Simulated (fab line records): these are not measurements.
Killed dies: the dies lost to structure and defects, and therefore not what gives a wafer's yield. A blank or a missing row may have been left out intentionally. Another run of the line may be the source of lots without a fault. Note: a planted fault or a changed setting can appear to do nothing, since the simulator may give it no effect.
A lot that was struck, set against a sound lot + flow sky130 + 16 out of 708 route steps
Sound: wafers L111.1, L111.3, L111.4. Wafers struck: L126.2, L126.4, L126.5. At the end, the cause is stated.
Per side, at each step with rows, come the tool, then ch with its chambers, and then its first start. Under that, the readings that differ: sound wafers + struck wafers + difference of the means + sigmas: that difference in standard deviations of wafers without a fault.
alike: readings whose means differ by less than 2 such deviations, and words and numbers that are the same on both sides. not compared: withheld readings, readings that some wafer has no value for, bounds like >300 that may hide the same value, and numbers for which the record gives no deviation and whose values overlap.
The two part at a step that has a row with sigmas, a row that says differs or no value, or rows on one side only. Numbers that have no deviation but don't overlap get no sigmas and don't part them. A reading missing from all wafers of one side parts the sides only when that side holds two or more wafers.

SKY_METAL5_SPUTTER_03: material Ti, target thk 5 nm, time 3.3 s.
  sound on pvd sputter-01 at day 43 13:26; struck on pvd sputter-03 at day 47 11:32
  alike: throttle valve pct
SKY_METAL5_SPUTTER_04: material TiN, target thk 70 nm, time 58.3 s.
  sound on pvd sputter-01 at day 43 13:26; struck on pvd sputter-03 at day 47 11:32
  alike: throttle valve pct
SKY_METAL5_RS_MEAS_05: measures by four-point-probe.
  sound on film metro-03 at day 43 13:29; struck on film metro-01 at day 47 11:37
  alike: METAL5_ALCU_RS
SKY_METAL5_THK_MEAS_06: measures by xrf.
  sound on film metro-03 at day 43 13:37; struck on film metro-01 at day 47 11:43
  alike: METAL5_ALCU_THK
then, 7 steps without rows for these wafers: SKY_METAL5_DEHYDRATE_07 (time 60 s); SKY_METAL5_HMDS_08 (prime time 60 s); SKY_METAL5_COAT_09 (resist thk 1800 nm); SKY_METAL5_SOFTBAKE_10 (time 60 s); SKY_METAL5_EXPOSE_11 (exposes mask MM5, target cd 1600 nm); SKY_METAL5_PEB_12; SKY_METAL5_DEVELOP_13 (develop time 60 s).
SKY_METAL5_DESCUM_14: chemistry O2, time 11 s.
  sound on rie metal-02 ch 0,1, day 44 11:59; struck on rie metal-02 ch 1, day 48 06:33
  alike: chamber pressure mTorr, drypump motor current A, he backside leak sccm, oes product au
  not compared: rf hours counter h
SKY_METAL5_METAL_ETCH_15: etches the open film in Cl2/BCl3, stops on SiO2, target depth 1260 nm, time 252 s.
  sound on rie metal-02 ch 0,1, day 44 12:02; struck on rie metal-02 ch 1, day 48 06:35
| reading                                     | sound             | struck            | difference | sigmas |
|---------------------------------------------|-------------------|-------------------|------------|--------|
| oes product au (a.u.)                       | 0.883 0.886 0.897 | 1.008 1.013 1.010 | +0.122     | +20    |
| run length s (s)                            | 284.1 282.8 283.7 | 249.4 249.4 249.8 | -34.0      | -45    |
| model.NOVOLAK_of_METAL5_COAT_09.thk nm (nm) | 1022 1020 1023    | 1118 1114 1112    | +93        |        |
| model.METAL5.cd nm (nm)                     | 1605 1601 1604    | 1618 1614 1616    | +13        |        |
| model.SiO2_of_VIA4_HDPCVD_00.thk nm (nm)    | 549.4 547.9 548.4 | 550.9 552.4 550.4 | +2.7       |        |
  alike: chamber pressure mTorr, drypump motor current A, he backside leak sccm, throttle valve pct
  not compared: rf hours counter h
SKY_METAL5_STRIP_16: strips in O2/N2.
  sound on plasma asher-03 ch 0,1, day 44 12:20; struck on plasma asher-01 ch 0,1, day 48 06:49
| reading                      | sound             | struck            | difference | sigmas |
|------------------------------|-------------------|-------------------|------------|--------|
| strip time to endpoint s (s) | 12.94 12.91 12.92 | 14.03 13.99 13.95 | +1.07      | +10    |
  alike: chamber pressure mTorr, drypump motor current A, oes product au
  not compared: rf hours counter h
then, 1 step without rows for these wafers: SKY_METAL5_STRIP_17 (strips in post etch residue remover, time 1200 s).
SKY_PAD_OPEN_PROBE_99:
  sound on prober-01 at day 46 11:40; struck on prober-02 at day 49 21:47
| reading                        | sound          | struck         | difference | sigmas |
|--------------------------------|----------------|----------------|------------|--------|
| model.etest.met5.width nm (nm) | 1606 1602 1601 | 1618 1612 1614 | +12        |        |
  not compared: model.etest.met5 comb.leak log10 a um

== WHERE THEY PART ==
First at SKY_METAL5_METAL_ETCH_15; last, within this record, at SKY_METAL5_STRIP_16.

WHY: the cause the simulator had injected
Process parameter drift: rie metal-02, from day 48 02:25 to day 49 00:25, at SKY_METAL5_METAL_ETCH_15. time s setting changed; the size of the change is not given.
